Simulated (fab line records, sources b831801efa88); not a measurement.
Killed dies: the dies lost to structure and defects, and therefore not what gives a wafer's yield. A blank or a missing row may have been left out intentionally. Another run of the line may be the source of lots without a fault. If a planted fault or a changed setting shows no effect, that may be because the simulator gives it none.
fab line records	flow gf180mcu
record lots=6	wafers=18	last-day=34
route steps=602 shown TOP_METAL@577 PASSIVATION@587
lots with no fault: from the same line, run without faults
start-h: start of the lot's first displayed wafer, in hours after the record's first day	wait-h: hours since the lot's step before	" unchanged from the row above	L1.1+2: a single row standing in for several wafers	- value missing, or start not given	* or withheld: withheld	< > ~ a bound
route shown NAME@n: names a module that has steps shown in the file, with the first one's number in the route	usual: mean/standard deviation of fault-free wafers	same: alike in all rows	chamber/n: place in a boat	sites: readings site by site	_std_site: the values' standard deviation	_edge_site: mean of outer sites minus mean of inner sites	radius-mm: how far each site lies from the wafer's centre	mask NAME#n: copy n	behind: the tool/chamber that last shaped the wafer	hold: what put the lot on hold/how long, in hours/how the hold closed	device: transistor that didn't switch, given as n, p or np	end of line: tests of these same wafers at the route's end	step lacking rows: just its recipe	killed: count of dies lost to structure and defects at first sort (not the wafer's yield)	map: a wafer's dies, x killed, . not, _ none there
set.NAME: the setting that was run; set.NAME@STEP: the one run at that earlier step	model.NAME: the simulator's own value behind a step, which no gauge read
certain route steps with their lots: each step a table, each wafer a row
services: from which hour (start-h, from the record's first day; less than 0 if before it) a tool's chamber was out of use, for how many hours, and why
## steps
# step GF_TOP_METAL_SOFTBAKE_10
# recipe temp-c=90	time-s=60	resist=NOVOLAK
# step GF_TOP_METAL_EXPOSE_11
# recipe mask-id=MetalTop	target-cd-nm=440	na=0.6	source-shape=conventional	sigma-outer=0.6	dose-mj=170
# step GF_TOP_METAL_PEB_12
# recipe temp-c=withheld	time-s=*	resist=NOVOLAK
# step GF_TOP_METAL_DEVELOP_13
# recipe develop-time-s=60	dev-temp-c=23
# step GF_TOP_METAL_CD_MEAS_14
# recipe target-cd-nm=440
# usual cd-nm=439.8/2
lot.wafer	tool	chamber	start-h	wait-h	cd-nm
L451.2	cd-sem-01	-	672.84	0.1	442.3
L451.4	"	-	"	"	441.3
L451.5	"	-	"	"	439.9
L452.1	cd-sem-01	-	678.27	0.1	439.0
L452.3	"	-	"	"	440.5
L452.5	"	-	"	"	440.0
L460.2	cd-sem-01	-	739.31	0.1	437.6
L460.3	"	-	"	"	436.9
L460.5	"	-	"	"	437.4
L462.1	cd-sem-02	-	757.27	0.1	441.4
L462.4	"	-	"	"	441.8
L462.5	"	-	"	"	441.8
L465.1	cd-sem-02	-	767.77	0.1	442.1
L465.5	"	-	"	"	441.0
L465.6	"	-	"	"	440.8
L470.3	cd-sem-01	-	790.51	0.1	440.4
L470.4	"	-	"	"	439.7
L470.5	"	-	"	"	443.2
# step GF_TOP_METAL_OVL_MEAS_15
# usual TOP_METAL_OVL=0.9/1.3
lot.wafer	tool	chamber	start-h	wait-h	TOP_METAL_OVL[nm]
L451.2	overlay-01	-	672.94	0.1	-0.1
L451.4	"	-	"	"	0.1
L451.5	"	-	"	"	-0.5
L452.1	overlay-01	-	678.39	0.1	0.0
L452.3	"	-	"	"	4.0
L452.5	"	-	"	"	4.6
L460.2	overlay-01	-	739.42	0.1	-0.2
L460.3	"	-	"	"	0.2
L460.5	"	-	"	"	0.7
L462.1	overlay-02	-	757.39	0.1	0.7
L462.4	"	-	"	"	1.5
L462.5	"	-	"	"	-1.4
L465.1	overlay-01	-	767.89	0.1	0.0
L465.5	"	-	"	"	-0.5
L465.6	"	-	"	"	2.7
L470.3	overlay-02	-	790.60	0.1	0.4
L470.4	"	-	"	"	1.7
L470.5	"	-	"	"	-0.4
# step GF_TOP_METAL_METAL_ETCH_16
# recipe chemistry=Cl2/BCl3	mask-material=NOVOLAK	target-depth-nm=1077.5	stop-on=SiO2	pressure-mtorr=8	icp-w=800	bias-w=140	Cl2_flow_sccm=80	bcl3-flow-sccm=40	time-s=179.6
# usual bcl3-flow-sccm=40.00/0.13	drypump-motor-current-A=5.8/0.41	oes-product-au=0.964/0.0061	throttle-valve-pct=28.260/0.0095
lot.wafer	tool	chamber	start-h	wait-h	bcl3-flow-sccm	drypump-motor-current-A	oes-product-au	rf-hours-counter-h	throttle-valve-pct
L451.2	rie-metal-01	0	672.97	0.0	39.82	6.0	0.971	11.7	28.251
L451.4	"	0	"	"	39.86	6.0	0.969	-	28.247
L451.5	"	1	"	"	39.96	5.7	0.956	-	28.264
L452.1	rie-metal-03	1	678.42	0.0	39.90	6.4	0.970	4.8	28.273
L452.3	"	0	"	"	40.08	5.4	0.966	-	28.257
L452.5	"	0	"	"	40.12	5.4	0.966	-	28.250
L460.2	rie-metal-03	0	739.45	0.0	40.04	5.4	0.964	8.8	28.255
L460.3	"	1	"	"	39.94	6.4	0.970	-	28.265
L460.5	"	0	"	"	40.07	5.4	0.955	-	28.258
L462.1	rie-metal-03	1	757.42	0.0	39.93	6.4	0.967	8.2	28.277
L462.4	"	0	"	"	40.07	5.4	0.953	-	28.265
L462.5	"	0	"	"	40.24	5.5	0.971	-	28.275
L465.1	rie-metal-01	0	767.92	0.0	39.99	5.9	0.969	1.7	28.275
L465.5	"	1	"	"	39.99	5.7	0.975	-	28.251
L465.6	"	0	"	"	39.97	5.9	0.961	-	28.258
L470.3	rie-metal-03	1	790.68	0.1	40.16	6.4	0.975	-	28.261
L470.4	"	0	"	"	40.02	5.4	0.967	-	28.272
L470.5	"	1	"	"	40.01	6.3	0.965	-	28.250
# step GF_TOP_METAL_STRIP_17
# recipe chemistry=O2/N2	power-w=1400	pressure-mtorr=1500	platen-temp-c=250	o2-flow-sccm=3000	n2-flow-sccm=300	overash-fraction=0.5
# usual drypump-motor-current-A=5.8/0.51	heater-power-w=310/23	n2-flow-sccm=300.0/0.89	o2-flow-sccm=3001/9.9	oes-product-au=0.710/0.0043	strip-time-to-endpoint-s=13.42/0.064
lot.wafer	tool	chamber	start-h	wait-h	drypump-motor-current-A	heater-power-w	n2-flow-sccm	o2-flow-sccm	oes-product-au	rf-hours-counter-h	strip-time-to-endpoint-s
L451.2	plasma-asher-04	0	673.15	0.1	6.7	311	299.9	2990	0.712	102	13.28
L451.4	"	1	"	"	5.5	295	301.3	3002	0.711	-	13.33
L451.5	"	0	"	"	6.7	306	301.0	3009	0.710	-	13.42
L452.1	plasma-asher-02	1	678.60	0.1	5.6	281	301.3	2980	0.719	60	13.37
L452.3	"	1	"	"	5.7	284	300.0	2985	0.711	-	13.36
L452.5	"	0	"	"	5.9	297	298.7	3000	0.707	-	13.37
L460.2	plasma-asher-02	1	739.62	0.1	5.7	287	300.2	3007	0.702	66	13.41
L460.3	"	1	"	"	5.6	284	300.1	2994	0.720	-	13.40
L460.5	"	0	"	"	5.9	290	299.4	2994	0.708	-	13.42
L462.1	plasma-asher-04	1	757.60	0.1	5.5	304	300.8	3000	0.707	2	13.39
L462.4	"	0	"	"	6.7	307	300.2	2997	0.709	-	13.43
L462.5	"	0	"	"	6.7	310	300.5	2997	0.705	-	13.44
L465.1	plasma-asher-04	1	768.10	0.1	5.5	303	300.2	3000	0.717	3	13.33
L465.5	"	1	"	"	5.5	303	299.8	3005	0.716	-	13.36
L465.6	"	0	"	"	6.7	302	299.6	3007	0.715	-	13.39
L470.3	plasma-asher-04	0	790.83	0.1	6.7	302	299.1	2988	0.715	-	13.38
L470.4	"	1	"	"	5.5	299	301.3	2996	0.709	-	13.37
L470.5	"	1	"	"	5.5	295	300.6	2994	0.707	-	13.40
# step GF_TOP_METAL_STRIP_18
# recipe chemistry=post-etch-residue-remover	time-s=1200	temp-c=72.5
# step GF_TOP_METAL_CLEAN_19
# recipe chemistry=DIW	dry=n2-spin
# step GF_PASSIVATION_CVD_00
# recipe material=SiO2	target-thk-nm=1000	precursor=TEOS	temp-c=400	time-s=111.95	rf-w=600
# usual heater-power-outer-w=386/75	heater-power-w=667/100
lot.wafer	tool	chamber	start-h	wait-h	heater-power-outer-w	heater-power-w
L451.2	pecvd-03	1	673.68	0.0	401	661
L451.4	"	1	"	"	438	684
L451.5	"	0	"	"	468	786
L452.1	pecvd-04	1	679.20	0.0	401	710
L452.3	"	0	"	"	352	555
L452.5	"	0	"	"	385	605
L460.2	pecvd-01	0	740.50	0.0	260	478
L460.3	"	1	"	"	404	772
L460.5	"	1	"	"	299	629
L462.1	pecvd-03	0	758.17	0.0	413	714
L462.4	"	0	"	"	447	762
L462.5	"	1	"	"	434	703
L465.1	pecvd-03	1	768.66	0.0	345	576
L465.5	"	1	"	"	407	654
L465.6	"	0	"	"	363	624
L470.3	pecvd-03	1	791.47	0.0	340	582
L470.4	"	1	"	"	393	645
L470.5	"	0	"	"	459	754
# step GF_PASSIVATION_THK_MEAS_01
# recipe reads=SiO2_of_PASSIVATION_CVD_00
# usual PASSIVATION_CVD_00_THK=1003/12
lot.wafer	tool	chamber	start-h	wait-h	PASSIVATION_CVD_00_THK[nm]
L451.2	film-metro-01	-	673.81	0.1	983
L451.4	"	-	"	"	1000
L451.5	"	-	"	"	1024
L452.1	film-metro-01	-	679.28	0.0	985
L452.3	"	-	"	"	996
L452.5	"	-	"	"	1011
L460.2	film-metro-03	-	740.59	0.0	992
L460.3	"	-	"	"	989
L460.5	"	-	"	"	1013
L462.1	film-metro-04	-	758.25	0.0	993
L462.4	"	-	"	"	1012
L462.5	"	-	"	"	1005
L465.1	film-metro-03	-	768.77	0.1	989
L465.5	"	-	"	"	996
L465.6	"	-	"	"	991
L470.3	film-metro-04	-	791.57	0.1	977
L470.4	"	-	"	"	994
L470.5	"	-	"	"	1007
# step GF_PASSIVATION_CVD_02
# recipe material=Si3N4	target-thk-nm=700	time-s=486.18	temp-c=400	rf-w=450
# usual heater-power-outer-w=427/75	heater-power-w=727/110
lot.wafer	tool	chamber	start-h	wait-h	heater-power-outer-w	heater-power-w
L451.2	pecvd-04	2	673.86	0.0	-	-
L451.4	"	1	"	"	-	-
L451.5	"	2	"	"	-	-
L452.1	pecvd-03	1	679.34	0.1	-	-
L452.3	"	1	"	"	-	-
L452.5	"	0	"	"	-	-
L460.2	pecvd-04	1	740.64	0.0	374	674
L460.3	"	0	"	"	407	649
L460.5	"	0	"	"	434	667
L462.1	pecvd-01	2	758.31	0.1	363	743
L462.4	"	2	"	"	380	796
L462.5	"	1	"	"	345	656
L465.1	pecvd-01	2	768.83	0.1	397	777
L465.5	"	2	"	"	399	810
L465.6	"	1	"	"	445	826
L470.3	pecvd-04	0	791.61	0.0	345	566
L470.4	"	2	"	"	523	832
L470.5	"	0	"	"	385	605
# step GF_PASSIVATION_DEHYDRATE_04
# recipe temp-c=200	time-s=60
# step GF_PASSIVATION_HMDS_05
# recipe prime-time-s=60	prime-temp-c=120
# step GF_PASSIVATION_COAT_06
# recipe spin-rpm=2000	resist-thk-nm=4000
# step GF_PASSIVATION_SOFTBAKE_07
# recipe temp-c=110	time-s=withheld
# step GF_PASSIVATION_EXPOSE_08
# recipe mask-id=Pad	target-cd-nm=40000	na=0.57	dose-mj=310
# step GF_PASSIVATION_PEB_09
# recipe temp-c=115	time-s=withheld
# step GF_PASSIVATION_DEVELOP_10
# recipe develop-time-s=62.94	dev-temp-c=23
# step GF_PASSIVATION_ETCH_11
# recipe chemistry=CF4/O2	target-depth-nm=1800	stop-on=TiN	source-w=800	bias-w=150	pressure-mtorr=150	cf4-flow-sccm=80	O2_flow_sccm=10	time-s=400
# usual drypump-motor-current-A=5.7/0.61	oes-product-au=0.964/0.007	throttle-valve-pct=5.960/0.0097
lot.wafer	tool	chamber	start-h	wait-h	drypump-motor-current-A	oes-product-au	rf-hours-counter-h	throttle-valve-pct	model.PASSIVATION.feature-depth-nm	model.etch.depth-nm
L451.2	rie-diel-01	0	693.06	-	5.6	0.984	8	5.947	1769	1769
L451.4	"	2	"	"	4.8	0.988	24	5.963	1800	1800
L451.5	"	0	"	"	5.6	0.987	-	5.968	1767	1767
L452.1	rie-diel-01	3	698.91	-	5.0	0.989	10	5.957	1786	1786
L452.3	"	1	"	"	5.0	0.993	4	5.973	1800	1800
L452.5	"	1	"	"	5.1	0.995	-	5.971	1796	1796
L460.2	rie-diel-02	3	757.46	-	6.5	0.958	9	5.961	1682	1682
L460.3	"	0	"	"	6.6	0.962	20	5.985	1696	1696
L460.5	"	2	"	"	6.1	0.971	-	5.966	1725	1725
L462.1	rie-diel-01	2	775.27	-	4.8	0.957	28	5.949	1704	1704
L462.4	"	0	"	"	5.6	0.967	12	5.958	1728	1728
L462.5	"	1	"	"	5.0	0.974	-	5.954	1731	1731
L465.1	rie-diel-04	3	785.27	-	5.8	0.953	9	5.952	1685	1685
L465.5	"	3	"	"	5.8	0.958	-	5.959	1700	1700
L465.6	"	2	"	"	6.1	0.958	-	5.936	1696	1696
L470.3	rie-diel-04	1	806.54	-	5.1	0.951	13	5.953	1675	1675
L470.4	"	2	"	"	6.1	0.962	31	5.962	1697	1697
L470.5	"	1	"	"	5.2	0.965	-	5.971	1713	1713
# step GF_PASSIVATION_STRIP_12
# recipe chemistry=O2/N2	power-w=1400	pressure-mtorr=1500	platen-temp-c=250	o2-flow-sccm=3000	n2-flow-sccm=300	overash-fraction=0.5
# usual drypump-motor-current-A=5.8/0.56	heater-power-w=326/22	n2-flow-sccm=300.1/0.85	o2-flow-sccm=3002/8.3	oes-product-au=0.719/0.0048	strip-time-to-endpoint-s=34.80/0.18
lot.wafer	tool	chamber	start-h	wait-h	drypump-motor-current-A	heater-power-w	n2-flow-sccm	o2-flow-sccm	oes-product-au	rf-hours-counter-h	strip-time-to-endpoint-s
L451.2	plasma-asher-01	0	693.30	0.1	5.8	352	300.4	3000	0.721	26	35.00
L451.4	"	1	"	"	5.2	338	301.9	2995	0.717	-	34.86
L451.5	"	0	"	"	5.8	342	300.1	2988	0.723	-	35.17
L452.1	plasma-asher-04	1	699.15	0.1	5.4	291	302.7	2999	0.719	105	34.91
L452.3	"	0	"	"	6.7	315	299.9	3008	0.724	-	34.78
L452.5	"	1	"	"	5.5	296	303.0	3010	0.719	-	34.94
L460.2	plasma-asher-03	0	757.70	0.1	5.1	349	299.5	3006	0.720	104	34.59
L460.3	"	0	"	"	5.1	358	300.7	3004	0.721	-	34.68
L460.5	"	0	"	"	5.1	362	299.4	3001	0.725	-	34.44
L462.1	plasma-asher-03	1	775.51	0.1	6.0	327	299.9	3012	0.715	106	34.77
L462.4	"	0	"	"	5.1	344	300.0	3022	0.723	-	34.92
L462.5	"	1	"	"	6.0	328	299.4	3001	0.721	-	34.69
L465.1	plasma-asher-04	0	785.51	0.1	6.7	302	301.9	3008	0.714	4	34.63
L465.5	"	1	"	"	5.5	302	299.8	2999	0.719	-	34.46
L465.6	"	0	"	"	6.7	305	301.1	2995	0.714	-	34.70
L470.3	plasma-asher-04	0	806.82	0.2	6.7	300	300.0	3019	0.714	-	34.74
L470.4	"	1	"	"	5.5	296	299.5	3001	0.715	-	34.41
L470.5	"	0	"	"	6.7	307	300.2	2997	0.721	-	34.78
## services
tool	chamber	start-h	hours	kind
plasma-asher-03	-	650.78	3.9	repair
plasma-asher-04	-	654.12	6.9	repair
pecvd-03	2	663.10	22.1	repair
plasma-asher-03	-	668.09	3.3	repair
rie-diel-02	-	672.25	2.8	pm
rie-metal-01	-	684.61	1.2	repair
rie-diel-04	3	684.94	6.9	repair
plasma-asher-01	-	696.58	4.7	repair
rie-diel-04	3	701.67	3.2	repair
rie-diel-04	1	730.53	5.4	repair
plasma-asher-04	-	733.78	9.0	pm
plasma-asher-04	0	733.78	9.0	vent-cycle
plasma-asher-04	1	733.78	9.0	vent-cycle
pecvd-03	0	737.86	4.1	repair
plasma-asher-04	0	742.78	-	clean
plasma-asher-04	1	742.78	-	clean
rie-metal-01	-	755.76	0.2	repair
plasma-asher-02	-	757.80	0.4	repair
rie-diel-01	3	783.54	5.9	repair
rie-diel-02	3	785.86	16.3	repair
plasma-asher-04	-	795.84	1.8	repair
pecvd-01	-	799.38	14.0	pm
pecvd-01	0	799.38	14.0	vent-cycle
plasma-asher-04	-	802.87	1.6	repair
## key
first-sign step=GF_PASSIVATION_CVD_02	reading=tool-record	direction=missing
effect step=GF_PASSIVATION_ETCH_11	reading=oes-product-au	direction=up	sigmas=3.6	usual=0.964	struck=0.989
model-effect step=GF_PASSIVATION_ETCH_11	value=PASSIVATION.feature-depth-nm	without=1699	struck=1786
met-at GF_PASSIVATION_CVD_02
struck-wafers L451.2,L451.4,L451.5,L452.1,L452.3,L452.5
later-rows-left-out L451.2,L451.4,L451.5,L452.1,L452.3,L452.5
sort-left-out L451.2,L451.4,L451.5,L452.1,L452.3,L452.5
fault kind=skipped-step-whole	tool=pecvd-03,pecvd-04	chamber=-	onset-h=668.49	steps=GF_PASSIVATION_CVD_02	scope=struck-lots-only
# sort-left-out: the simulated sort isn't trusted on such a fault, so these wafers' sort isn't shown, and their yield isn't known
# later-rows-left-out: the simulator's readings of these wafers behind a module that went badly wrong aren't trusted and aren't shown, but for the sort
